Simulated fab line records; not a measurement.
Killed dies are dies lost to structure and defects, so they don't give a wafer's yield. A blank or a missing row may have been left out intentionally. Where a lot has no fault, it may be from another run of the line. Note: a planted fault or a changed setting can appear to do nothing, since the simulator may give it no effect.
fab line records :: flow sfq_line
[record]
  lots = 6
  wafers = 18
  last_day = 89
route steps=325 shown M1@68 I1@73
lots untouched by any fault: they come from a run of this same line in which no faults occurred
start_h: hours from the record's first day to the start of the lot's first wafer shown :: wait_h: hours since the lot's step before :: " same as the row above :: L1.1+2: a single row standing in for several wafers :: - no value present, or no start provided :: * or withheld: withheld :: < > ~ a bound
route shown NAME@n: NAME is a module with steps in the file, n the number in the route of the first one :: usual: average and standard deviation across the fault-free wafers :: same: alike in all rows :: chamber/n: place in a boat :: sites: each site's reading :: _std_site: the values' standard deviation :: _edge_site: mean of outer sites minus mean of inner sites :: radius_mm: for every site, how far away it sits from the centre of the wafer :: mask NAME#n: copy n :: behind: the tool/chamber that last shaped the wafer :: hold: what put the lot on hold/how long, in hours/how the hold closed :: device: transistor that didn't switch, given as n, p or np :: end of line: the tests these same wafers got at the end of their route :: a step without rows: its recipe alone :: killed: the dies lost at the first sort to structure and to defects; this is not the yield of the wafer :: map: shows each die of a wafer: x if killed, . if not, _ if none is there
set.NAME: the setting that was run; set.NAME@STEP: the one run at that earlier step :: model.NAME: the simulator's own value behind a step, which no gauge read
a table for each step, a row for each wafer; lots at some steps of the route
services: the hour from which a tool's chamber was out of use, counted from the record's first day as start_h (under 0 if before that day), plus the number of hours and why
[[steps]]
[step SFQ_M1_OVL_MEAS_911]
[usual]
  M1_OVL = 2/5
lot.wafer: L713.1
tool: overlay-01
chamber: -
start_h: 429.72
wait_h: 0.1
M1_OVL[nm]: -2

lot.wafer: L713.2
tool: overlay-01
chamber: -
start_h: 429.72
wait_h: 0.1
M1_OVL[nm]: -7

lot.wafer: L713.6
tool: overlay-01
chamber: -
start_h: 429.72
wait_h: 0.1
M1_OVL[nm]: -6

lot.wafer: L714.2
tool: overlay-01
chamber: -
start_h: 432.13
wait_h: 0.1
M1_OVL[nm]: -8

lot.wafer: L714.5
tool: overlay-01
chamber: -
start_h: 432.13
wait_h: 0.1
M1_OVL[nm]: 4

lot.wafer: L714.6
tool: overlay-01
chamber: -
start_h: 432.13
wait_h: 0.1
M1_OVL[nm]: 0

lot.wafer: L715.1
tool: overlay-02
chamber: -
start_h: 433.32
wait_h: 0.1
M1_OVL[nm]: 4

lot.wafer: L715.2
tool: overlay-02
chamber: -
start_h: 433.32
wait_h: 0.1
M1_OVL[nm]: 2

lot.wafer: L715.3
tool: overlay-02
chamber: -
start_h: 433.32
wait_h: 0.1
M1_OVL[nm]: 5

lot.wafer: L716.1
tool: overlay-01
chamber: -
start_h: 434.52
wait_h: 0.1
M1_OVL[nm]: 5

lot.wafer: L716.3
tool: overlay-01
chamber: -
start_h: 434.52
wait_h: 0.1
M1_OVL[nm]: 2

lot.wafer: L716.5
tool: overlay-01
chamber: -
start_h: 434.52
wait_h: 0.1
M1_OVL[nm]: 7

lot.wafer: L718.2
tool: overlay-02
chamber: -
start_h: 440.53
wait_h: 0.1
M1_OVL[nm]: 9

lot.wafer: L718.3
tool: overlay-02
chamber: -
start_h: 440.53
wait_h: 0.1
M1_OVL[nm]: 7

lot.wafer: L718.4
tool: overlay-02
chamber: -
start_h: 440.53
wait_h: 0.1
M1_OVL[nm]: 5

lot.wafer: L725.3
tool: overlay-01
chamber: -
start_h: 466.47
wait_h: 0.1
M1_OVL[nm]: 9

lot.wafer: L725.4
tool: overlay-01
chamber: -
start_h: 466.47
wait_h: 0.1
M1_OVL[nm]: 10

lot.wafer: L725.5
tool: overlay-01
chamber: -
start_h: 466.47
wait_h: 0.1
M1_OVL[nm]: 1
[step SFQ_TRILAYER_M1_BARC_OPEN_METAL_ETCH_054]
[recipe]
  mask_material = PR
  chemistry = O2
  target_depth_nm = 125
  target = BARC
  icp_w = 600
  bias_w = 80
  pressure_mtorr = 10
  time_s = 41.7
[usual]
  drypump_motor_current_A = 5.7/0.37
  oes_product_au = 0.685/0.0042
lot.wafer: L713.1
tool: rie_metal-04
chamber: 1
start_h: 429.76
wait_h: 0.0
drypump_motor_current_A: 6.0
oes_product_au: 0.679
rf_hours_counter_h: 86

lot.wafer: L713.2
tool: rie_metal-04
chamber: 0
start_h: 429.76
wait_h: 0.0
drypump_motor_current_A: 6.2
oes_product_au: 0.684
rf_hours_counter_h: 56

lot.wafer: L713.6
tool: rie_metal-04
chamber: 0
start_h: 429.76
wait_h: 0.0
drypump_motor_current_A: 6.2
oes_product_au: 0.685
rf_hours_counter_h: -

lot.wafer: L714.2
tool: rie_metal-03
chamber: 1
start_h: 432.16
wait_h: 0.0
drypump_motor_current_A: 5.3
oes_product_au: 0.686
rf_hours_counter_h: 14

lot.wafer: L714.5
tool: rie_metal-03
chamber: 0
start_h: 432.16
wait_h: 0.0
drypump_motor_current_A: 5.4
oes_product_au: 0.688
rf_hours_counter_h: -

lot.wafer: L714.6
tool: rie_metal-03
chamber: 1
start_h: 432.16
wait_h: 0.0
drypump_motor_current_A: 5.3
oes_product_au: 0.698
rf_hours_counter_h: -

lot.wafer: L715.1
tool: rie_metal-04
chamber: 1
start_h: 433.36
wait_h: 0.0
drypump_motor_current_A: 6.0
oes_product_au: 0.688
rf_hours_counter_h: 86

lot.wafer: L715.2
tool: rie_metal-04
chamber: 0
start_h: 433.36
wait_h: 0.0
drypump_motor_current_A: 6.3
oes_product_au: 0.681
rf_hours_counter_h: 57

lot.wafer: L715.3
tool: rie_metal-04
chamber: 1
start_h: 433.36
wait_h: 0.0
drypump_motor_current_A: 6.0
oes_product_au: 0.687
rf_hours_counter_h: -

lot.wafer: L716.1
tool: rie_metal-01
chamber: 0
start_h: 434.56
wait_h: 0.0
drypump_motor_current_A: 5.9
oes_product_au: 0.687
rf_hours_counter_h: 54

lot.wafer: L716.3
tool: rie_metal-01
chamber: 0
start_h: 434.56
wait_h: 0.0
drypump_motor_current_A: 5.9
oes_product_au: 0.685
rf_hours_counter_h: -

lot.wafer: L716.5
tool: rie_metal-01
chamber: 0
start_h: 434.56
wait_h: 0.0
drypump_motor_current_A: 5.9
oes_product_au: 0.691
rf_hours_counter_h: -

lot.wafer: L718.2
tool: rie_metal-04
chamber: 0
start_h: 440.56
wait_h: 0.0
drypump_motor_current_A: 6.2
oes_product_au: 0.688
rf_hours_counter_h: 57

lot.wafer: L718.3
tool: rie_metal-04
chamber: 0
start_h: 440.56
wait_h: 0.0
drypump_motor_current_A: 6.3
oes_product_au: 0.682
rf_hours_counter_h: -

lot.wafer: L718.4
tool: rie_metal-04
chamber: 1
start_h: 440.56
wait_h: 0.0
drypump_motor_current_A: 6.1
oes_product_au: 0.686
rf_hours_counter_h: -

lot.wafer: L725.3
tool: rie_metal-03
chamber: 0
start_h: 466.51
wait_h: 0.0
drypump_motor_current_A: 5.4
oes_product_au: 0.685
rf_hours_counter_h: -

lot.wafer: L725.4
tool: rie_metal-03
chamber: 1
start_h: 466.51
wait_h: 0.0
drypump_motor_current_A: 5.3
oes_product_au: 0.685
rf_hours_counter_h: -

lot.wafer: L725.5
tool: rie_metal-03
chamber: 1
start_h: 466.51
wait_h: 0.0
drypump_motor_current_A: 5.3
oes_product_au: 0.692
rf_hours_counter_h: -
[step SFQ_TRILAYER_M1_ETCH_METAL_ETCH_042]
[recipe]
  target = Nb
  stop_on = SiO2
  mask_material = PR
  chemistry = Cl2/Ar
  target_depth_nm = 240
  icp_w = 600
  bias_w = 80
  pressure_mtorr = 10
  time_s = 120
[usual]
  drypump_motor_current_A = 5.7/0.37
  oes_product_au = 0.897/0.0068
lot.wafer: L713.1
tool: rie_metal-04
chamber: 1
start_h: 429.82
wait_h: 0.0
drypump_motor_current_A: 6.1
oes_product_au: 0.897
rf_hours_counter_h: 86

lot.wafer: L713.2
tool: rie_metal-04
chamber: 0
start_h: 429.82
wait_h: 0.0
drypump_motor_current_A: 6.2
oes_product_au: 0.888
rf_hours_counter_h: 56

lot.wafer: L713.6
tool: rie_metal-04
chamber: 0
start_h: 429.82
wait_h: 0.0
drypump_motor_current_A: 6.2
oes_product_au: 0.892
rf_hours_counter_h: -

lot.wafer: L714.2
tool: rie_metal-03
chamber: 1
start_h: 432.22
wait_h: 0.0
drypump_motor_current_A: 5.3
oes_product_au: 0.896
rf_hours_counter_h: 14

lot.wafer: L714.5
tool: rie_metal-03
chamber: 0
start_h: 432.22
wait_h: 0.0
drypump_motor_current_A: 5.4
oes_product_au: 0.893
rf_hours_counter_h: -

lot.wafer: L714.6
tool: rie_metal-03
chamber: 1
start_h: 432.22
wait_h: 0.0
drypump_motor_current_A: 5.3
oes_product_au: 0.892
rf_hours_counter_h: -

lot.wafer: L715.1
tool: rie_metal-04
chamber: 1
start_h: 433.42
wait_h: 0.0
drypump_motor_current_A: 6.0
oes_product_au: 0.885
rf_hours_counter_h: 86

lot.wafer: L715.2
tool: rie_metal-04
chamber: 0
start_h: 433.42
wait_h: 0.0
drypump_motor_current_A: 6.2
oes_product_au: 0.889
rf_hours_counter_h: 57

lot.wafer: L715.3
tool: rie_metal-04
chamber: 1
start_h: 433.42
wait_h: 0.0
drypump_motor_current_A: 6.1
oes_product_au: 0.890
rf_hours_counter_h: -

lot.wafer: L716.1
tool: rie_metal-01
chamber: 0
start_h: 434.62
wait_h: 0.0
drypump_motor_current_A: 5.9
oes_product_au: 0.902
rf_hours_counter_h: 55

lot.wafer: L716.3
tool: rie_metal-01
chamber: 0
start_h: 434.62
wait_h: 0.0
drypump_motor_current_A: 5.8
oes_product_au: 0.900
rf_hours_counter_h: -

lot.wafer: L716.5
tool: rie_metal-01
chamber: 0
start_h: 434.62
wait_h: 0.0
drypump_motor_current_A: 5.9
oes_product_au: 0.907
rf_hours_counter_h: -

lot.wafer: L718.2
tool: rie_metal-04
chamber: 0
start_h: 440.62
wait_h: 0.0
drypump_motor_current_A: 6.2
oes_product_au: 0.896
rf_hours_counter_h: 58

lot.wafer: L718.3
tool: rie_metal-04
chamber: 0
start_h: 440.62
wait_h: 0.0
drypump_motor_current_A: 6.2
oes_product_au: 0.905
rf_hours_counter_h: -

lot.wafer: L718.4
tool: rie_metal-04
chamber: 1
start_h: 440.62
wait_h: 0.0
drypump_motor_current_A: 6.0
oes_product_au: 0.901
rf_hours_counter_h: -

lot.wafer: L725.3
tool: rie_metal-03
chamber: 0
start_h: 466.59
wait_h: 0.1
drypump_motor_current_A: 5.3
oes_product_au: 0.895
rf_hours_counter_h: -

lot.wafer: L725.4
tool: rie_metal-03
chamber: 1
start_h: 466.59
wait_h: 0.1
drypump_motor_current_A: 5.3
oes_product_au: 0.885
rf_hours_counter_h: -

lot.wafer: L725.5
tool: rie_metal-03
chamber: 1
start_h: 466.59
wait_h: 0.1
drypump_motor_current_A: 5.3
oes_product_au: 0.889
rf_hours_counter_h: -
[step SFQ_TRILAYER_M1_STRIP_STRIP_043]
[recipe]
  gas = O2
  power_w = 200
  platen_temp_c = 40
  overash_fraction = 0.65
  chemistry = O2
  pressure_mtorr = 50
[usual]
  drypump_motor_current_A = 5.7/0.37
  oes_product_au = 1.003/0.0092
lot.wafer: L713.1
tool: rie_metal-04
chamber: 1
start_h: 429.94
wait_h: 0.1
drypump_motor_current_A: 6.0
oes_product_au: 0.987
rf_hours_counter_h: 86

lot.wafer: L713.2
tool: rie_metal-04
chamber: 0
start_h: 429.94
wait_h: 0.1
drypump_motor_current_A: 6.2
oes_product_au: 1.000
rf_hours_counter_h: 56

lot.wafer: L713.6
tool: rie_metal-04
chamber: 0
start_h: 429.94
wait_h: 0.1
drypump_motor_current_A: 6.2
oes_product_au: 1.002
rf_hours_counter_h: -

lot.wafer: L714.2
tool: rie_metal-03
chamber: 1
start_h: 432.34
wait_h: 0.1
drypump_motor_current_A: 5.3
oes_product_au: 1.001
rf_hours_counter_h: 14

lot.wafer: L714.5
tool: rie_metal-03
chamber: 0
start_h: 432.34
wait_h: 0.1
drypump_motor_current_A: 5.4
oes_product_au: 1.000
rf_hours_counter_h: -

lot.wafer: L714.6
tool: rie_metal-03
chamber: 1
start_h: 432.34
wait_h: 0.1
drypump_motor_current_A: 5.3
oes_product_au: 0.994
rf_hours_counter_h: -

lot.wafer: L715.1
tool: rie_metal-04
chamber: 1
start_h: 433.54
wait_h: 0.1
drypump_motor_current_A: 6.1
oes_product_au: 0.982
rf_hours_counter_h: 86

lot.wafer: L715.2
tool: rie_metal-04
chamber: 0
start_h: 433.54
wait_h: 0.1
drypump_motor_current_A: 6.2
oes_product_au: 1.012
rf_hours_counter_h: 57

lot.wafer: L715.3
tool: rie_metal-04
chamber: 1
start_h: 433.54
wait_h: 0.1
drypump_motor_current_A: 6.1
oes_product_au: 0.987
rf_hours_counter_h: -

lot.wafer: L716.1
tool: rie_metal-01
chamber: 0
start_h: 434.74
wait_h: 0.1
drypump_motor_current_A: 5.9
oes_product_au: 1.008
rf_hours_counter_h: 55

lot.wafer: L716.3
tool: rie_metal-01
chamber: 0
start_h: 434.74
wait_h: 0.1
drypump_motor_current_A: 5.9
oes_product_au: 0.999
rf_hours_counter_h: -

lot.wafer: L716.5
tool: rie_metal-01
chamber: 0
start_h: 434.74
wait_h: 0.1
drypump_motor_current_A: 5.9
oes_product_au: 1.012
rf_hours_counter_h: -

lot.wafer: L718.2
tool: rie_metal-04
chamber: 0
start_h: 440.74
wait_h: 0.1
drypump_motor_current_A: 6.2
oes_product_au: 1.003
rf_hours_counter_h: 58

lot.wafer: L718.3
tool: rie_metal-04
chamber: 0
start_h: 440.74
wait_h: 0.1
drypump_motor_current_A: 6.2
oes_product_au: 1.014
rf_hours_counter_h: -

lot.wafer: L718.4
tool: rie_metal-04
chamber: 1
start_h: 440.74
wait_h: 0.1
drypump_motor_current_A: 6.1
oes_product_au: 0.998
rf_hours_counter_h: -

lot.wafer: L725.3
tool: rie_metal-03
chamber: 0
start_h: 466.87
wait_h: 0.2
drypump_motor_current_A: 5.4
oes_product_au: 1.004
rf_hours_counter_h: -

lot.wafer: L725.4
tool: rie_metal-03
chamber: 1
start_h: 466.87
wait_h: 0.2
drypump_motor_current_A: 5.3
oes_product_au: 1.000
rf_hours_counter_h: -

lot.wafer: L725.5
tool: rie_metal-03
chamber: 1
start_h: 466.87
wait_h: 0.2
drypump_motor_current_A: 5.3
oes_product_au: 1.006
rf_hours_counter_h: -
[step SFQ_TRILAYER_M1_STRIP_SOLV_CLEAN_044]
[recipe]
  chemistry = NMP
  temp_c = 70
  time_s = 600
[step SFQ_TRILAYER_I1_DEP_PECVD_045]
[recipe]
  material = SiO2
  temp_c = 150
  time_s = 111.11
  pressure_torr = 2.4
  rf_w = 183.3
  precursor = SiH4/N2O
  target_thk_nm = 500
[usual]
  heater_power_w = 77/13
  throttle_valve_pct = 25.1/1.5
lot.wafer: L713.1
tool: pecvd-04
chamber: 0
start_h: 430.72
wait_h: 0.0
heater_power_w: 74
throttle_valve_pct: 22.8

lot.wafer: L713.2
tool: pecvd-04
chamber: 1
start_h: 430.72
wait_h: 0.0
heater_power_w: 83
throttle_valve_pct: 23.2

lot.wafer: L713.6
tool: pecvd-04
chamber: 2
start_h: 430.72
wait_h: 0.0
heater_power_w: 68
throttle_valve_pct: 24.1

lot.wafer: L714.2
tool: pecvd-03
chamber: 1
start_h: 433.13
wait_h: 0.0
heater_power_w: 98
throttle_valve_pct: 27.3

lot.wafer: L714.5
tool: pecvd-03
chamber: 1
start_h: 433.13
wait_h: 0.0
heater_power_w: 85
throttle_valve_pct: 27.1

lot.wafer: L714.6
tool: pecvd-03
chamber: 2
start_h: 433.13
wait_h: 0.0
heater_power_w: 50
throttle_valve_pct: 25.8

lot.wafer: L715.1
tool: pecvd-01
chamber: 2
start_h: 434.32
wait_h: 0.0
heater_power_w: 82
throttle_valve_pct: 25.5

lot.wafer: L715.2
tool: pecvd-01
chamber: 1
start_h: 434.32
wait_h: 0.0
heater_power_w: 76
throttle_valve_pct: 26.5

lot.wafer: L715.3
tool: pecvd-01
chamber: 0
start_h: 434.32
wait_h: 0.0
heater_power_w: 79
throttle_valve_pct: 25.6

lot.wafer: L716.1
tool: pecvd-04
chamber: 0
start_h: 435.52
wait_h: 0.0
heater_power_w: 73
throttle_valve_pct: 22.5

lot.wafer: L716.3
tool: pecvd-04
chamber: 2
start_h: 435.52
wait_h: 0.0
heater_power_w: 67
throttle_valve_pct: 24.1

lot.wafer: L716.5
tool: pecvd-04
chamber: 0
start_h: 435.52
wait_h: 0.0
heater_power_w: 78
throttle_valve_pct: 22.8

lot.wafer: L718.2
tool: pecvd-01
chamber: 1
start_h: 441.53
wait_h: 0.0
heater_power_w: 81
throttle_valve_pct: 26.4

lot.wafer: L718.3
tool: pecvd-01
chamber: 2
start_h: 441.53
wait_h: 0.0
heater_power_w: 83
throttle_valve_pct: 25.3

lot.wafer: L718.4
tool: pecvd-01
chamber: 0
start_h: 441.53
wait_h: 0.0
heater_power_w: 73
throttle_valve_pct: 25.4

lot.wafer: L725.3
tool: pecvd-03
chamber: 1
start_h: 467.49
wait_h: 0.0
heater_power_w: 94
throttle_valve_pct: 27.6

lot.wafer: L725.4
tool: pecvd-03
chamber: 2
start_h: 467.49
wait_h: 0.0
heater_power_w: 57
throttle_valve_pct: 26.1

lot.wafer: L725.5
tool: pecvd-03
chamber: 2
start_h: 467.49
wait_h: 0.0
heater_power_w: 60
throttle_valve_pct: 26.0
[step SFQ_TRILAYER_I1_CMP_CMP_046]
[recipe]
  material = SiO2
  down_force_psi = 3
  platen_rpm = 60
  pad_velocity_m_s = 0.94248
[step SFQ_I1_BOW_MEAS_912]
[recipe]
  mode = bow
[usual]
  I1_BOW = 2/9.1
lot.wafer: L713.1
tool: film_metro-04
chamber: -
start_h: 433.79
wait_h: 1.0
I1_BOW[um]: -4

lot.wafer: L713.2
tool: film_metro-04
chamber: -
start_h: 433.79
wait_h: 1.0
I1_BOW[um]: -10

lot.wafer: L713.6
tool: film_metro-04
chamber: -
start_h: 433.79
wait_h: 1.0
I1_BOW[um]: -3

lot.wafer: L714.2
tool: film_metro-01
chamber: -
start_h: 436.27
wait_h: 1.5
I1_BOW[um]: -1

lot.wafer: L714.5
tool: film_metro-01
chamber: -
start_h: 436.27
wait_h: 1.5
I1_BOW[um]: 15

lot.wafer: L714.6
tool: film_metro-01
chamber: -
start_h: 436.27
wait_h: 1.5
I1_BOW[um]: 9

lot.wafer: L715.1
tool: film_metro-01
chamber: -
start_h: 438.46
wait_h: 2.0
I1_BOW[um]: 18

lot.wafer: L715.2
tool: film_metro-01
chamber: -
start_h: 438.46
wait_h: 2.0
I1_BOW[um]: 0

lot.wafer: L715.3
tool: film_metro-01
chamber: -
start_h: 438.46
wait_h: 2.0
I1_BOW[um]: 8

lot.wafer: L716.1
tool: film_metro-02
chamber: -
start_h: 439.25
wait_h: 1.0
I1_BOW[um]: 11

lot.wafer: L716.3
tool: film_metro-02
chamber: -
start_h: 439.25
wait_h: 1.0
I1_BOW[um]: 5

lot.wafer: L716.5
tool: film_metro-02
chamber: -
start_h: 439.25
wait_h: 1.0
I1_BOW[um]: -5

lot.wafer: L718.2
tool: film_metro-02
chamber: -
start_h: 444.63
wait_h: 2.5
I1_BOW[um]: 1

lot.wafer: L718.3
tool: film_metro-02
chamber: -
start_h: 444.63
wait_h: 2.5
I1_BOW[um]: 13

lot.wafer: L718.4
tool: film_metro-02
chamber: -
start_h: 444.63
wait_h: 2.5
I1_BOW[um]: 0

lot.wafer: L725.3
tool: film_metro-02
chamber: -
start_h: 472.12
wait_h: 2.0
I1_BOW[um]: 11

lot.wafer: L725.4
tool: film_metro-02
chamber: -
start_h: 472.12
wait_h: 2.0
I1_BOW[um]: -15

lot.wafer: L725.5
tool: film_metro-02
chamber: -
start_h: 472.12
wait_h: 2.0
I1_BOW[um]: -10
[step SFQ_TRILAYER_I1_METRO_MEASURE_047]
[usual]
  thk_nm = 199.7/1.1
lot.wafer: L713.1
tool: film_metro-04
chamber: -
start_h: 433.91
wait_h: 0.1
thk_nm: 198.7

lot.wafer: L713.2
tool: film_metro-04
chamber: -
start_h: 433.91
wait_h: 0.1
thk_nm: 199.3

lot.wafer: L713.6
tool: film_metro-04
chamber: -
start_h: 433.91
wait_h: 0.1
thk_nm: 200.1

lot.wafer: L714.2
tool: film_metro-01
chamber: -
start_h: 436.57
wait_h: 0.3
thk_nm: 200.8

lot.wafer: L714.5
tool: film_metro-01
chamber: -
start_h: 436.57
wait_h: 0.3
thk_nm: 201.1

lot.wafer: L714.6
tool: film_metro-01
chamber: -
start_h: 436.57
wait_h: 0.3
thk_nm: 201.0

lot.wafer: L715.1
tool: film_metro-01
chamber: -
start_h: 438.58
wait_h: 0.1
thk_nm: 199.8

lot.wafer: L715.2
tool: film_metro-01
chamber: -
start_h: 438.58
wait_h: 0.1
thk_nm: 198.5

lot.wafer: L715.3
tool: film_metro-01
chamber: -
start_h: 438.58
wait_h: 0.1
thk_nm: 198.9

lot.wafer: L716.1
tool: film_metro-02
chamber: -
start_h: 439.37
wait_h: 0.1
thk_nm: 199.7

lot.wafer: L716.3
tool: film_metro-02
chamber: -
start_h: 439.37
wait_h: 0.1
thk_nm: 199.8

lot.wafer: L716.5
tool: film_metro-02
chamber: -
start_h: 439.37
wait_h: 0.1
thk_nm: 200.4

lot.wafer: L718.2
tool: film_metro-02
chamber: -
start_h: 444.93
wait_h: 0.3
thk_nm: 198.4

lot.wafer: L718.3
tool: film_metro-02
chamber: -
start_h: 444.93
wait_h: 0.3
thk_nm: 200.1

lot.wafer: L718.4
tool: film_metro-02
chamber: -
start_h: 444.93
wait_h: 0.3
thk_nm: 199.0

lot.wafer: L725.3
tool: film_metro-02
chamber: -
start_h: 472.60
wait_h: 0.5
thk_nm: 200.5

lot.wafer: L725.4
tool: film_metro-02
chamber: -
start_h: 472.60
wait_h: 0.5
thk_nm: 199.4

lot.wafer: L725.5
tool: film_metro-02
chamber: -
start_h: 472.60
wait_h: 0.5
thk_nm: 199.0
[step SFQ_TRILAYER_I1_VIA_LITHO_COAT_054]
[recipe]
  resist = BARC
  spin_rpm = 3000
  resist_thk_nm = 62
[step SFQ_TRILAYER_I1_VIA_LITHO_COAT_049]
[recipe]
  resist = KrF
  spin_rpm = 3000
  resist_thk_nm = 650
[step SFQ_TRILAYER_I1_VIA_LITHO_SOFTBAKE_053]
[recipe]
  temp_c = withheld
  time_s = withheld
  resist = KrF
[step SFQ_TRILAYER_I1_VIA_LITHO_EXPOSE_050]
[recipe]
  mask_id = I1
  na = 0.6
  source_shape = conventional
  sigma_outer = 0.65
  target_cd_nm = 500
  dose_mj = 21.3
[usual]
  exposure_dose_mJ_cm2 = 21.297/0.022
  focus_offset_nm = 0.1/0.51
  sigma_outer = 0.65/0
lot.wafer: L713.1
tool: krf_scanner-01
chamber: 0
start_h: 578.89
wait_h: -
mask: I1#0
exposure_dose_mJ_cm2: 21.322
focus_offset_nm: -0.4
sigma_outer: 0.65

lot.wafer: L713.2
tool: krf_scanner-01
chamber: 0
start_h: 578.89
wait_h: -
mask: I1#0
exposure_dose_mJ_cm2: 21.333
focus_offset_nm: 0.0
sigma_outer: 0.65

lot.wafer: L713.6
tool: krf_scanner-01
chamber: 0
start_h: 578.89
wait_h: -
mask: I1#0
exposure_dose_mJ_cm2: 21.329
focus_offset_nm: 0.5
sigma_outer: 0.65

lot.wafer: L714.2
tool: krf_scanner-01
chamber: -
start_h: 581.49
wait_h: -
mask: I1#0
exposure_dose_mJ_cm2: -
focus_offset_nm: -
sigma_outer: -

lot.wafer: L714.5
tool: krf_scanner-01
chamber: -
start_h: 581.49
wait_h: -
mask: I1#0
exposure_dose_mJ_cm2: -
focus_offset_nm: -
sigma_outer: -

lot.wafer: L714.6
tool: krf_scanner-01
chamber: -
start_h: 581.49
wait_h: -
mask: I1#0
exposure_dose_mJ_cm2: -
focus_offset_nm: -
sigma_outer: -

lot.wafer: L715.1
tool: krf_scanner-01
chamber: -
start_h: 583.69
wait_h: -
mask: I1#0
exposure_dose_mJ_cm2: -
focus_offset_nm: -
sigma_outer: -

lot.wafer: L715.2
tool: krf_scanner-01
chamber: -
start_h: 583.69
wait_h: -
mask: I1#0
exposure_dose_mJ_cm2: -
focus_offset_nm: -
sigma_outer: -

lot.wafer: L715.3
tool: krf_scanner-01
chamber: -
start_h: 583.69
wait_h: -
mask: I1#0
exposure_dose_mJ_cm2: -
focus_offset_nm: -
sigma_outer: -

lot.wafer: L716.1
tool: krf_scanner-01
chamber: 0
start_h: 586.09
wait_h: -
mask: I1#0
exposure_dose_mJ_cm2: 21.295
focus_offset_nm: 0.1
sigma_outer: 0.65

lot.wafer: L716.3
tool: krf_scanner-01
chamber: 0
start_h: 586.09
wait_h: -
mask: I1#0
exposure_dose_mJ_cm2: 21.295
focus_offset_nm: 0.3
sigma_outer: 0.65

lot.wafer: L716.5
tool: krf_scanner-01
chamber: 0
start_h: 586.09
wait_h: -
mask: I1#0
exposure_dose_mJ_cm2: 21.297
focus_offset_nm: 0.6
sigma_outer: 0.65

lot.wafer: L718.2
tool: krf_scanner-01
chamber: 0
start_h: 588.69
wait_h: -
mask: I1#0
exposure_dose_mJ_cm2: 21.280
focus_offset_nm: -0.5
sigma_outer: 0.65

lot.wafer: L718.3
tool: krf_scanner-01
chamber: 0
start_h: 588.69
wait_h: -
mask: I1#0
exposure_dose_mJ_cm2: 21.259
focus_offset_nm: 0.2
sigma_outer: 0.65

lot.wafer: L718.4
tool: krf_scanner-01
chamber: 0
start_h: 588.69
wait_h: -
mask: I1#0
exposure_dose_mJ_cm2: 21.295
focus_offset_nm: 0.4
sigma_outer: 0.65

lot.wafer: L725.3
tool: krf_scanner-02
chamber: 0
start_h: 619.01
wait_h: -
mask: I1#0
exposure_dose_mJ_cm2: 21.280
focus_offset_nm: -0.3
sigma_outer: 0.65

lot.wafer: L725.4
tool: krf_scanner-02
chamber: 0
start_h: 619.01
wait_h: -
mask: I1#0
exposure_dose_mJ_cm2: 21.324
focus_offset_nm: 1.8
sigma_outer: 0.65

lot.wafer: L725.5
tool: krf_scanner-02
chamber: 0
start_h: 619.01
wait_h: -
mask: I1#0
exposure_dose_mJ_cm2: 21.306
focus_offset_nm: 0.3
sigma_outer: 0.65
[step SFQ_TRILAYER_I1_VIA_LITHO_PEB_052]
[recipe]
  peb_temp_c = 115
  peb_time_s = 60
  resist = KrF
[[services]]
tool: film_metro-01
chamber: -
start_h: 414.24
hours: 0.9
kind: pm

tool: pecvd-04
chamber: -
start_h: 416.06
hours: 2.8
kind: pm

tool: film_metro-02
chamber: -
start_h: 429.18
hours: 0.2
kind: pm

tool: film_metro-02
chamber: -
start_h: 437.85
hours: 0.8
kind: pm

tool: pecvd-01
chamber: 0
start_h: 455.97
hours: 20.3
kind: repair

tool: krf_scanner-01
chamber: -
start_h: 473.11
hours: 1.3
kind: pm

tool: rie_metal-03
chamber: -
start_h: 480.36
hours: 1.3
kind: repair

tool: rie_metal-01
chamber: 1
start_h: 480.73
hours: 7.6
kind: repair

tool: rie_metal-03
chamber: -
start_h: 481.62
hours: 2.8
kind: pm

tool: rie_metal-03
chamber: -
start_h: 485.71
hours: 0.3
kind: repair

tool: rie_metal-04
chamber: 1
start_h: 493.02
hours: 3.1
kind: repair

tool: krf_scanner-01
chamber: -
start_h: 532.73
hours: 1.5
kind: repair

tool: rie_metal-03
chamber: -
start_h: 535.82
hours: 0.3
kind: repair

tool: krf_scanner-01
chamber: -
start_h: 536.61
hours: 1.0
kind: pm

tool: film_metro-01
chamber: -
start_h: 545.53
hours: 2.1
kind: pm

tool: rie_metal-03
chamber: 1
start_h: 555.94
hours: 14.2
kind: repair

tool: pecvd-01
chamber: -
start_h: 563.75
hours: 14.0
kind: pm

tool: film_metro-02
chamber: -
start_h: 576.20
hours: 0.9
kind: pm

tool: film_metro-01
chamber: -
start_h: 578.21
hours: 6.9
kind: pm

tool: pecvd-01
chamber: 0
start_h: 589.16
hours: 10.5
kind: repair

tool: film_metro-02
chamber: -
start_h: 604.35
hours: 1.9
kind: repair

tool: krf_scanner-01
chamber: -
start_h: 611.29
hours: 0.8
kind: pm

tool: film_metro-02
chamber: -
start_h: 617.41
hours: 0.7
kind: pm

tool: rie_metal-03
chamber: 0
start_h: 618.72
hours: 2.1
kind: repair
[[key]]
[first_sign]
  step = SFQ_TRILAYER_I1_VIA_LITHO_EXPOSE_050
  reading = tool_record
  direction = missing
effect none on later readings
met_at SFQ_TRILAYER_I1_VIA_LITHO_EXPOSE_050
struck_wafers L714.2,L714.5,L714.6,L715.1,L715.2,L715.3
onset_between 578.89 581.49
[fault]
  kind = skipped_step_whole
  tool = krf_scanner-01
  chamber = -
  onset_h = 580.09
  steps = SFQ_TRILAYER_I1_VIA_LITHO_EXPOSE_050
  scope = struck_lots_only
